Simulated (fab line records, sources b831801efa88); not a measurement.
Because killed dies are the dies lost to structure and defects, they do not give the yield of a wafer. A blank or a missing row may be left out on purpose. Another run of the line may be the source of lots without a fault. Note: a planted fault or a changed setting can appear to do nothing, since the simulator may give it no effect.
fab line records -- flow gf180mcu
[record] lots = 5, wafers = 15, lastDay = 34
route steps=602 shown MIM@512 M5@526
lots untouched by any fault: they come from a run of this same line in which no faults occurred
startH: the number of hours between the record's first day and the start of the first shown wafer of the lot -- waitH: how many hours have passed since the lot's step before this one -- " unchanged from the row above -- L1.1+2: several wafers, shown together as one row -- - no value, or no start given -- * or withheld: withheld -- < > ~ a bound
route shown NAME@n: a module of which the file shows steps, and the number in the route of the first -- usual: mean/standard deviation of fault-free wafers -- same: alike in all rows -- chamber/n: place in a boat -- sites: per-site readings -- _std_site: how widely they spread, as a standard deviation -- _edge_site: inner sites' mean taken away from outer sites' mean -- radiusMm: for every site, how far away it sits from the centre of the wafer -- mask NAME#n: copy n -- behind: tool/chamber where the wafer was last shaped -- hold: cause of the lot's hold/its duration in hours/its outcome -- device: names the non-switching transistor (n, p or np) -- end of line: the tests these same wafers got at the end of their route -- a step with no rows: only its recipe -- killed: the dies lost at the first sort to structure and to defects; this is not the yield of the wafer -- map: shows each die of a wafer: x if killed, . if not, _ if none is there
set.NAME: the run value of the setting; set.NAME@STEP: its run value at that earlier step -- model.NAME: the simulator's own value behind a step, which no gauge read
lots seen at some steps along the route; tables by step, rows by wafer
services: a tool's chamber out of use, with start hour (startH, from the record's first day; less than 0 if before it), hours out, and reason
[[steps]]
[step GF_MIM_SPUTTER_09]
[recipe] material = TiN, targetThkNm = 35, powerW = 6500, timeS = 29.2, chamberPressurePa = 0.4
[usual] throttleValvePct = 30.2/1.2
lot.wafer,tool,chamber,startH,waitH,throttleValvePct
L077.3,pvdSputter-04,-,595.13,0.0,30.6
L077.4,pvdSputter-04,-,595.13,0.0,28.1
L077.5,pvdSputter-04,-,595.13,0.0,31.3
L083.1,pvdSputter-02,-,635.30,0.0,32.2
L083.3,pvdSputter-02,-,635.30,0.0,29.0
L083.5,pvdSputter-02,-,635.30,0.0,29.0
L087.1,pvdSputter-02,-,667.28,0.0,30.4
L087.4,pvdSputter-02,-,667.28,0.0,31.8
L087.6,pvdSputter-02,-,667.28,0.0,32.2
L093.1,pvdSputter-03,-,708.19,0.0,31.2
L093.4,pvdSputter-03,-,708.19,0.0,30.2
L093.6,pvdSputter-03,-,708.19,0.0,29.6
L096.3,pvdSputter-02,-,732.58,0.0,30.3
L096.4,pvdSputter-02,-,732.58,0.0,28.8
L096.5,pvdSputter-02,-,732.58,0.0,30.2
[step GF_MIM_RS_MEAS_10]
[recipe] thkMeasGauge = four-point-probe, reads = TiN_of_MIM_SPUTTER_09+AlCu_of_MIM_SPUTTER_08+TiN_of_MIM_SPUTTER_07
[usual] MIM_ALCU_RS = 0.1603/0.0019
lot.wafer,tool,chamber,startH,waitH,MIM_ALCU_RS[ohm/sq]
L077.3,filmMetro-01,-,595.21,0.1,0.1597
L077.4,filmMetro-01,-,595.21,0.1,0.1571
L077.5,filmMetro-01,-,595.21,0.1,0.1598
L083.1,filmMetro-02,-,635.34,0.0,0.1606
L083.3,filmMetro-02,-,635.34,0.0,0.1559
L083.5,filmMetro-02,-,635.34,0.0,0.1561
L087.1,filmMetro-01,-,667.31,0.0,0.1594
L087.4,filmMetro-01,-,667.31,0.0,0.1595
L087.6,filmMetro-01,-,667.31,0.0,0.1608
L093.1,filmMetro-04,-,708.22,0.0,0.1612
L093.4,filmMetro-04,-,708.22,0.0,0.1588
L093.6,filmMetro-04,-,708.22,0.0,0.1589
L096.3,filmMetro-04,-,732.66,0.1,0.1619
L096.4,filmMetro-04,-,732.66,0.1,0.1609
L096.5,filmMetro-04,-,732.66,0.1,0.1620
[step GF_MIM_THK_MEAS_11]
[recipe] thkMeasGauge = xrf, reads = AlCu_of_MIM_SPUTTER_08
[usual] MIM_ALCU_THK = 197.7/2.6
lot.wafer,tool,chamber,startH,waitH,MIM_ALCU_THK[nm]
L077.3,filmMetro-01,-,595.31,0.1,201.7
L077.4,filmMetro-01,-,595.31,0.1,203.9
L077.5,filmMetro-01,-,595.31,0.1,200.0
L083.1,filmMetro-02,-,635.46,0.1,196.4
L083.3,filmMetro-02,-,635.46,0.1,201.9
L083.5,filmMetro-02,-,635.46,0.1,201.0
L087.1,filmMetro-01,-,667.43,0.1,200.0
L087.4,filmMetro-01,-,667.43,0.1,198.1
L087.6,filmMetro-01,-,667.43,0.1,197.5
L093.1,filmMetro-04,-,708.34,0.1,195.2
L093.4,filmMetro-04,-,708.34,0.1,199.8
L093.6,filmMetro-04,-,708.34,0.1,199.4
L096.3,filmMetro-04,-,732.76,0.1,196.3
L096.4,filmMetro-04,-,732.76,0.1,198.4
L096.5,filmMetro-04,-,732.76,0.1,196.1
[step GF_MIM_DEHYDRATE_12]
[recipe] tempC = 200, timeS = 60
lot.wafer,tool,chamber,startH,waitH
L077.3+4+5,lithoTrack-04,0,605.25,9.9
L083.1+3+5,lithoTrack-04,0,644.85,9.4
L087.1+4+6,lithoTrack-04,0,676.25,8.8
L093.1+4+6,lithoTrack-02,0,717.08,8.7
L096.3+4+5,lithoTrack-02,0,740.73,8.0
[step GF_MIM_HMDS_13]
[recipe] primeTimeS = 60, primeTempC = 120
[same] primeTimeS = 60
lot.wafer,tool,chamber,startH,waitH
L077.3+4+5,lithoTrack-04,0,605.40,0.1
L083.1+3+5,lithoTrack-04,0,645.00,0.1
L087.1+4+6,lithoTrack-04,0,676.40,0.1
L093.1+4+6,lithoTrack-02,0,717.23,0.1
L096.3+4+5,lithoTrack-02,0,740.88,0.1
[step GF_MIM_COAT_14]
[recipe] resist = NOVOLAK, spinRpm = 3000, resistThkNm = 1000
lot.wafer,tool,chamber,startH,waitH
L077.3+4+5,lithoTrack-04,0,605.55,0.1
L083.1+3+5,lithoTrack-04,0,645.15,0.1
L087.1+4+6,lithoTrack-04,0,676.55,0.1
L093.1+4+6,lithoTrack-02,0,717.38,0.1
L096.3+4+5,lithoTrack-02,0,741.03,0.1
[step GF_MIM_SOFTBAKE_15]
[recipe] tempC = 90, timeS = 60, resist = NOVOLAK
lot.wafer,tool,chamber,startH,waitH
L077.3+4+5,lithoTrack-04,0,605.70,0.1
L083.1+3+5,lithoTrack-04,0,645.30,0.1
L087.1+4+6,lithoTrack-04,0,676.70,0.1
L093.1+4+6,lithoTrack-02,0,717.53,0.1
L096.3+4+5,lithoTrack-02,0,741.18,0.1
[step GF_MIM_EXPOSE_16]
[recipe] maskId = FuseTop, targetCdNm = 2000, na = 0.6, sourceShape = conventional, sigmaOuter = 0.6, doseMj = 140
[usual] reticleTempC = 23.01/0.11
lot.wafer,tool,chamber,startH,waitH,mask,reticleTempC
L077.3,ilineStepper-01,0,-,-,FuseTop#0,23.01
L077.4,ilineStepper-01,0,-,-,FuseTop#0,22.87
L077.5,ilineStepper-01,0,-,-,FuseTop#0,22.90
L083.1,ilineStepper-02,0,-,-,FuseTop#0,23.25
L083.3,ilineStepper-02,0,-,-,FuseTop#0,23.10
L083.5,ilineStepper-02,0,-,-,FuseTop#0,23.03
L087.1,ilineStepper-01,0,-,-,FuseTop#0,23.26
L087.4,ilineStepper-01,0,-,-,FuseTop#0,23.13
L087.6,ilineStepper-01,0,-,-,FuseTop#0,23.16
L093.1,ilineStepper-01,0,-,-,FuseTop#0,23.18
L093.4,ilineStepper-01,0,-,-,FuseTop#0,22.99
L093.6,ilineStepper-01,0,-,-,FuseTop#0,22.99
L096.3,ilineStepper-01,0,-,-,FuseTop#0,23.08
L096.4,ilineStepper-01,0,-,-,FuseTop#0,23.02
L096.5,ilineStepper-01,0,-,-,FuseTop#0,22.99
[step GF_MIM_PEB_17]
[recipe] tempC = withheld, timeS = *, resist = NOVOLAK
lot.wafer,tool,chamber,startH,waitH
L077.3+4+5,lithoTrack-04,0,-,-
L083.1+3+5,lithoTrack-03,0,-,-
L087.1+4+6,lithoTrack-04,0,-,-
L093.1+4+6,lithoTrack-04,0,-,-
L096.3+4+5,lithoTrack-04,0,-,-
[step GF_MIM_DEVELOP_18]
[recipe] developTimeS = 60, devTempC = 23
lot.wafer,tool,chamber,startH,waitH
L077.3+4+5,lithoTrack-04,0,615.75,0.1
L083.1+3+5,lithoTrack-03,0,654.63,0.1
L087.1+4+6,lithoTrack-04,0,685.80,0.1
L093.1+4+6,lithoTrack-04,0,726.45,0.1
L096.3+4+5,lithoTrack-04,0,749.65,0.1
[step GF_MIM_METAL_ETCH_19]
[recipe] chemistry = Cl2/BCl3, maskMaterial = NOVOLAK, stopOn = Si3N4, targetDepthNm = 324.5, pressureMtorr = 8, icpW = 800, biasW = 140, Cl2_flow_sccm = 80, bcl3FlowSccm = 40, timeS = 54.1
[usual] drypumpMotorCurrentA = 5.56/0.2, heBacksideLeakSccm = 3.28/0.18, oesProductAu = 0.942/0.0064, throttleValvePct = 28.283/0.01
lot.wafer,tool,chamber,startH,waitH,drypumpMotorCurrentA,heBacksideLeakSccm,oesProductAu,rfHoursCounterH,throttleValvePct
L077.3,rieMetal-01,0,615.87,0.1,5.57,3.51,0.936,-,28.290
L077.4,rieMetal-01,1,615.87,0.1,5.33,3.20,0.958,-,28.268
L077.5,rieMetal-01,1,615.87,0.1,5.33,2.93,0.940,-,28.269
L083.1,rieMetal-02,1,654.78,0.1,5.30,3.35,0.941,10,28.307
L083.3,rieMetal-02,1,654.78,0.1,5.31,3.41,0.943,-,28.287
L083.5,rieMetal-02,1,654.78,0.1,5.30,3.48,0.944,-,28.268
L087.1,rieMetal-01,1,685.95,0.1,5.33,3.25,0.947,5,28.284
L087.4,rieMetal-01,1,685.95,0.1,5.33,3.28,0.945,-,28.285
L087.6,rieMetal-01,0,685.95,0.1,5.56,3.24,0.945,-,28.277
L093.1,rieMetal-01,1,726.60,0.1,5.33,3.08,0.932,7,28.282
L093.4,rieMetal-01,1,726.60,0.1,5.33,3.18,0.949,-,28.274
L093.6,rieMetal-01,1,726.60,0.1,5.31,2.96,0.942,-,28.285
L096.3,rieMetal-03,0,749.77,0.1,5.74,3.37,0.941,-,28.269
L096.4,rieMetal-03,1,749.77,0.1,5.83,3.10,0.942,-,28.291
L096.5,rieMetal-03,0,749.77,0.1,5.75,3.42,0.935,-,28.282
[step GF_MIM_STRIP_20]
[recipe] chemistry = O2/N2, powerW = 1400, pressureMtorr = 1500, platenTempC = 250, o2FlowSccm = 3000, n2FlowSccm = 300, overashFraction = 0.5
[usual] drypumpMotorCurrentA = 5.5/0.44, heaterPowerW = 316/22, oesProductAu = 0.690/0.0048, stripTimeToEndpointS = 11.19/0.045
lot.wafer,tool,chamber,startH,waitH,drypumpMotorCurrentA,heaterPowerW,oesProductAu,rfHoursCounterH,stripTimeToEndpointS
L077.3,plasmaAsher-03,1,615.95,0.1,6.3,320,0.682,-,11.11
L077.4,plasmaAsher-03,0,615.95,0.1,5.2,303,0.686,-,11.17
L077.5,plasmaAsher-03,1,615.95,0.1,6.3,325,0.694,-,11.19
L083.1,plasmaAsher-01,0,654.85,0.0,5.2,315,0.680,54,11.17
L083.3,plasmaAsher-01,0,654.85,0.0,5.2,315,0.699,-,11.17
L083.5,plasmaAsher-01,0,654.85,0.0,5.2,313,0.674,-,11.16
L087.1,plasmaAsher-01,1,686.02,0.0,5.2,288,0.680,58,11.22
L087.4,plasmaAsher-01,0,686.02,0.0,5.2,321,0.694,-,11.20
L087.6,plasmaAsher-01,1,686.02,0.0,5.3,283,0.692,-,11.19
L093.1,plasmaAsher-03,1,726.74,0.1,6.3,315,0.695,33,11.26
L093.4,plasmaAsher-03,0,726.74,0.1,5.2,299,0.684,-,11.21
L093.6,plasmaAsher-03,1,726.74,0.1,6.3,320,0.695,-,11.25
L096.3,plasmaAsher-04,0,749.85,0.1,5.7,348,0.692,-,11.25
L096.4,plasmaAsher-04,1,749.85,0.1,5.5,374,0.684,-,11.19
L096.5,plasmaAsher-04,1,749.85,0.1,5.5,384,0.695,-,11.19
[step GF_MIM_STRIP_21]
[recipe] chemistry = postEtchResidueRemover, timeS = 1200, tempC = 72.5
lot.wafer,tool,chamber,startH,waitH
L077.3+4+5,wetBench-03,1,616.02,0.0
L083.1+3+5,wetBench-02,1,654.97,0.1
L087.1+4+6,wetBench-02,0,686.12,0.1
L093.1+4+6,wetBench-03,2,726.84,0.1
L096.3+4+5,wetBench-03,3,749.92,0.0
[step GF_MIM_CLEAN_22]
[recipe] chemistry = DIW, dry = n2Spin
lot.wafer,tool,chamber,startH,waitH
L077.3+4+5,wetBench-01,2,616.39,0.0
L083.1+3+5,wetBench-03,1,655.31,0.0
L087.1+4+6,wetBench-03,2,686.46,0.0
L093.1+4+6,wetBench-01,3,727.18,0.0
L096.3+4+5,wetBench-03,0,750.26,0.0
[step GF_M5_DEHYDRATE_00]
[recipe] tempC = 200, timeS = 60
lot.wafer,tool,chamber,startH,waitH
L077.3+4+5,lithoTrack-03,0,626.23,9.7
L083.1+3+5,lithoTrack-03,0,664.83,9.4
L087.1+4+6,lithoTrack-03,0,695.13,8.6
L093.1+4+6,lithoTrack-01,0,734.97,7.7
L096.3+4+5,lithoTrack-03,0,757.77,7.4
[step GF_M5_HMDS_01]
[recipe] primeTimeS = 60, primeTempC = 120
[same] primeTimeS = 60
lot.wafer,tool,chamber,startH,waitH
L077.3+4+5,lithoTrack-03,0,626.38,0.1
L083.1+3+5,lithoTrack-03,0,664.98,0.1
L087.1+4+6,lithoTrack-03,0,695.28,0.1
L093.1+4+6,lithoTrack-01,0,735.12,0.1
L096.3+4+5,lithoTrack-03,0,757.92,0.1
[step GF_M5_COAT_02]
[recipe] resist = KrF, spinRpm = withheld, resistThkNm = 1000
lot.wafer,tool,chamber,startH,waitH
L077.3+4+5,lithoTrack-03,0,626.53,0.1
L083.1+3+5,lithoTrack-03,0,665.13,0.1
L087.1+4+6,lithoTrack-03,0,695.43,0.1
L093.1+4+6,lithoTrack-01,0,735.27,0.1
L096.3+4+5,lithoTrack-03,0,758.07,0.1
[step GF_M5_SOFTBAKE_03]
[recipe] tempC = 130, timeS = 60, resist = KrF
lot.wafer,tool,chamber,startH,waitH
L077.3+4+5,lithoTrack-03,0,626.68,0.1
L083.1+3+5,lithoTrack-03,0,665.28,0.1
L087.1+4+6,lithoTrack-03,0,695.58,0.1
L093.1+4+6,lithoTrack-01,0,735.42,0.1
L096.3+4+5,lithoTrack-03,0,758.22,0.1
[step GF_M5_EXPOSE_04]
[recipe] maskId = Metal5, targetCdNm = 280, na = 0.68, sourceShape = conventional, sigmaOuter = 0.6, doseMj = 28
[usual] reticleTempC = 23.00/0.11
lot.wafer,tool,chamber,startH,waitH,mask,reticleTempC
L077.3,krfScanner-01,0,-,-,Metal5#0,22.98
L077.4,krfScanner-01,0,-,-,Metal5#0,22.88
L077.5,krfScanner-01,0,-,-,Metal5#0,22.83
L083.1,krfScanner-02,0,-,-,Metal5#0,22.96
L083.3,krfScanner-02,0,-,-,Metal5#0,23.05
L083.5,krfScanner-02,0,-,-,Metal5#0,23.03
L087.1,krfScanner-02,0,-,-,Metal5#0,23.24
L087.4,krfScanner-02,0,-,-,Metal5#0,23.16
L087.6,krfScanner-02,0,-,-,Metal5#0,23.15
L093.1,krfScanner-02,0,-,-,Metal5#0,23.07
L093.4,krfScanner-02,0,-,-,Metal5#0,22.99
L093.6,krfScanner-02,0,-,-,Metal5#0,23.01
L096.3,krfScanner-01,0,-,-,Metal5#0,22.87
L096.4,krfScanner-01,0,-,-,Metal5#0,23.09
L096.5,krfScanner-01,0,-,-,Metal5#0,22.85
[step GF_M5_PEB_05]
[recipe] pebTempC = 135, pebTimeS = 90, resist = KrF
lot.wafer,tool,chamber,startH,waitH
L077.3+4+5,lithoTrack-01,0,-,-
L083.1+3+5,lithoTrack-03,0,-,-
L087.1+4+6,lithoTrack-01,0,-,-
L093.1+4+6,lithoTrack-02,0,-,-
L096.3+4+5,lithoTrack-03,0,-,-
[step GF_M5_DEVELOP_06]
[recipe] developTimeS = 60, devTempC = 21
lot.wafer,tool,chamber,startH,waitH
L077.3+4+5,lithoTrack-01,0,635.82,0.1
L083.1+3+5,lithoTrack-03,0,674.58,0.2
L087.1+4+6,lithoTrack-01,0,704.62,0.2
L093.1+4+6,lithoTrack-02,0,743.78,0.2
L096.3+4+5,lithoTrack-03,0,766.52,0.1
[step GF_M5_CD_MEAS_07]
[recipe] targetCdNm = 280
[usual] cdNm = 279.6/1.5
lot.wafer,tool,chamber,startH,waitH,cdNm
L077.3,cdSem-01,-,635.96,0.1,279.4
L077.4,cdSem-01,-,635.96,0.1,279.9
L077.5,cdSem-01,-,635.96,0.1,279.7
L083.1,cdSem-02,-,674.73,0.1,282.2
L083.3,cdSem-02,-,674.73,0.1,282.8
L083.5,cdSem-02,-,674.73,0.1,281.8
L087.1,cdSem-02,-,704.77,0.1,278.6
L087.4,cdSem-02,-,704.77,0.1,279.1
L087.6,cdSem-02,-,704.77,0.1,278.4
L093.1,cdSem-02,-,743.93,0.1,280.9
L093.4,cdSem-02,-,743.93,0.1,281.2
L093.6,cdSem-02,-,743.93,0.1,280.8
L096.3,cdSem-01,-,766.66,0.1,280.5
L096.4,cdSem-01,-,766.66,0.1,279.4
L096.5,cdSem-01,-,766.66,0.1,279.9
[step GF_M5_OVL_MEAS_08]
[usual] M5_OVL = -1/7
lot.wafer,tool,chamber,startH,waitH,M5_OVL[nm]
L077.3,overlay-01,-,636.05,0.1,-9
L077.4,overlay-01,-,636.05,0.1,-1
L077.5,overlay-01,-,636.05,0.1,-4
L083.1,overlay-01,-,674.85,0.1,-11
L083.3,overlay-01,-,674.85,0.1,-19
L083.5,overlay-01,-,674.85,0.1,-14
L087.1,overlay-02,-,704.89,0.1,1
L087.4,overlay-02,-,704.89,0.1,1
L087.6,overlay-02,-,704.89,0.1,2
L093.1,overlay-01,-,744.05,0.1,11
L093.4,overlay-01,-,744.05,0.1,11
L093.6,overlay-01,-,744.05,0.1,3
L096.3,overlay-01,-,766.76,0.1,10
L096.4,overlay-01,-,766.76,0.1,-15
L096.5,overlay-01,-,766.76,0.1,-2
[step GF_M5_ETCH_09]
[recipe] chemistry = CF4/O2, target = Si3N4, targetDepthNm = 52, sourceW = 800, biasW = 150, pressureMtorr = 150, cf4FlowSccm = 80, O2_flow_sccm = 10, timeS = 11.6
[usual] drypumpMotorCurrentA = 5.7/0.52, oesProductAu = 0.997/0.01, throttleValvePct = 5.968/0.0097
lot.wafer,tool,chamber,startH,waitH,drypumpMotorCurrentA,oesProductAu,rfHoursCounterH,throttleValvePct
L077.3,rieDiel-02,3,636.08,0.0,5.4,1.022,54,5.983
L077.4,rieDiel-02,0,636.08,0.0,5.3,0.994,-,5.959
L077.5,rieDiel-02,1,636.08,0.0,6.1,1.014,-,5.967
L083.1,rieDiel-03,1,674.88,0.0,6.5,0.995,39,5.958
L083.3,rieDiel-03,2,674.88,0.0,6.5,0.991,15,5.976
L083.5,rieDiel-03,1,674.88,0.0,6.5,0.992,-,5.980
L087.1,rieDiel-03,0,704.93,0.0,5.7,0.985,12,5.961
L087.4,rieDiel-03,0,704.93,0.0,5.7,0.990,-,5.957
L087.6,rieDiel-03,2,704.93,0.0,6.5,0.980,-,5.960
L093.1,rieDiel-02,0,744.09,0.0,5.3,0.991,9,5.962
L093.4,rieDiel-02,1,744.09,0.0,6.1,0.993,16,5.980
L093.6,rieDiel-02,2,744.09,0.0,5.6,0.990,-,5.957
L096.3,rieDiel-03,0,766.78,0.0,5.7,1.004,14,5.982
L096.4,rieDiel-03,1,766.78,0.0,6.5,1.001,43,5.974
L096.5,rieDiel-03,1,766.78,0.0,6.6,0.999,-,5.977
[step GF_M5_METAL_ETCH_10]
[recipe] chemistry = Cl2/BCl3, maskMaterial = KrF, targetDepthNm = 750.8, stopOn = SiO2, pressureMtorr = 8, icpW = 800, biasW = 140, Cl2_flow_sccm = 80, bcl3FlowSccm = 40, timeS = 125.1
[usual] drypumpMotorCurrentA = 5.32/0.2, heBacksideLeakSccm = 3.3/0.36, oesProductAu = 0.989/0.0058, throttleValvePct = 28.231/0.011
lot.wafer,tool,chamber,startH,waitH,drypumpMotorCurrentA,heBacksideLeakSccm,oesProductAu,rfHoursCounterH,throttleValvePct
L077.3,rieMetal-01,0,636.14,0.1,5.59,3.3,0.992,-,28.249
L077.4,rieMetal-01,1,636.14,0.1,5.34,3.1,0.989,-,28.242
L077.5,rieMetal-01,0,636.14,0.1,5.56,3.5,0.995,-,28.255
L083.1,rieMetal-01,0,674.91,0.0,5.57,3.5,0.990,8,28.229
L083.3,rieMetal-01,1,674.91,0.0,5.33,3.1,0.991,-,28.254
L083.5,rieMetal-01,0,674.91,0.0,5.57,3.3,0.996,-,28.240
L087.1,rieMetal-04,0,704.95,0.0,5.21,3.4,0.990,11,28.224
L087.4,rieMetal-04,1,704.95,0.0,4.92,3.0,0.984,-,28.229
L087.6,rieMetal-04,1,704.95,0.0,4.92,3.2,0.988,-,28.230
L093.1,rieMetal-04,0,744.11,0.0,5.20,3.3,0.992,12,28.214
L093.4,rieMetal-04,1,744.11,0.0,4.91,3.2,0.991,-,28.231
L093.6,rieMetal-04,0,744.11,0.0,5.19,3.4,0.986,-,28.223
L096.3,rieMetal-02,1,766.89,0.1,5.33,3.3,0.985,-,28.234
L096.4,rieMetal-02,1,766.89,0.1,5.32,3.3,0.981,-,28.233
L096.5,rieMetal-02,1,766.89,0.1,5.30,3.4,0.988,-,28.233
[step GF_M5_STRIP_11]
[recipe] chemistry = O2/N2, powerW = 1400, pressureMtorr = 1500, platenTempC = 250, o2FlowSccm = 3000, n2FlowSccm = 300, overashFraction = 0.5
[usual] drypumpMotorCurrentA = 5.6/0.43, heaterPowerW = 313/27, oesProductAu = 0.523/0.0053, stripTimeToEndpointS = 7.04/0.053
lot.wafer,tool,chamber,startH,waitH,drypumpMotorCurrentA,heaterPowerW,oesProductAu,rfHoursCounterH,stripTimeToEndpointS
L077.3,plasmaAsher-01,0,636.26,0.1,5.2,313,0.522,-,6.95
L077.4,plasmaAsher-01,1,636.26,0.1,5.2,282,0.520,-,7.04
L077.5,plasmaAsher-01,0,636.26,0.1,5.2,315,0.530,-,7.02
L083.1,plasmaAsher-01,1,675.03,0.1,5.3,289,0.512,57,7.00
L083.3,plasmaAsher-01,1,675.03,0.1,5.3,292,0.524,-,7.04
L083.5,plasmaAsher-01,1,675.03,0.1,5.2,287,0.520,-,7.00
L087.1,plasmaAsher-02,0,705.08,0.1,6.5,317,0.523,91,7.01
L087.4,plasmaAsher-02,0,705.08,0.1,6.5,314,0.524,-,7.05
L087.6,plasmaAsher-02,0,705.08,0.1,6.4,309,0.523,-,7.05
L093.1,plasmaAsher-04,1,744.24,0.1,5.5,373,0.528,0,7.01
L093.4,plasmaAsher-04,1,744.24,0.1,5.5,373,0.515,-,7.07
L093.6,plasmaAsher-04,0,744.24,0.1,5.7,353,0.524,-,7.05
L096.3,plasmaAsher-01,0,767.10,0.2,5.2,320,0.522,-,7.03
L096.4,plasmaAsher-01,1,767.10,0.2,5.3,284,0.528,-,7.07
L096.5,plasmaAsher-01,1,767.10,0.2,5.2,284,0.517,-,7.02
[step GF_M5_STRIP_12]
[recipe] chemistry = postEtchResidueRemover, timeS = 1200, tempC = 72.5
lot.wafer,tool,chamber,startH,waitH
L077.3+4+5,wetBench-01,1,636.33,0.0
L083.1+3+5,wetBench-03,2,675.13,0.1
L087.1+4+6,wetBench-01,1,705.18,0.1
L093.1+4+6,wetBench-03,3,744.34,0.1
L096.3+4+5,wetBench-04,1,767.16,0.0
[step GF_M5_CLEAN_13]
[recipe] chemistry = DIW, dry = n2Spin
lot.wafer,tool,chamber,startH,waitH
L077.3+4+5,wetBench-04,3,636.67,0.0
L083.1+3+5,wetBench-04,1,675.48,0.0
L087.1+4+6,wetBench-04,0,705.52,0.0
L093.1+4+6,wetBench-01,3,744.68,0.0
L096.3+4+5,wetBench-01,0,767.52,0.0
[[services]]
tool,chamber,startH,hours,kind
ilineStepper-01,-,577.98,2.8,repair
plasmaAsher-01,-,584.18,6.5,repair
krfScanner-02,-,587.21,4.0,pm
wetBench-01,-,588.68,1.9,pm
krfScanner-02,-,600.14,2.4,repair
krfScanner-02,-,616.32,3.1,repair
rieDiel-03,2,632.37,4.5,repair
krfScanner-02,-,633.54,1.0,pm
rieDiel-03,1,641.10,5.1,repair
rieDiel-03,0,672.02,5.7,repair
rieMetal-01,-,680.37,0.4,repair
plasmaAsher-01,-,686.30,27.3,pm
rieDiel-03,1,702.97,2.2,repair
krfScanner-02,-,708.87,11.6,pm
rieDiel-03,2,717.07,4.1,repair
ilineStepper-01,-,720.01,0.6,repair
krfScanner-02,-,720.42,0.8,pm
rieMetal-01,0,725.80,10.9,repair
plasmaAsher-01,-,735.89,2.4,repair
krfScanner-02,-,736.69,1.3,pm
pvdSputter-02,-,740.74,24.6,repair
krfScanner-02,-,747.94,0.8,pm
wetBench-04,-,749.69,1.3,repair
rieMetal-01,-,753.85,0.6,repair
[[key]]
fault none
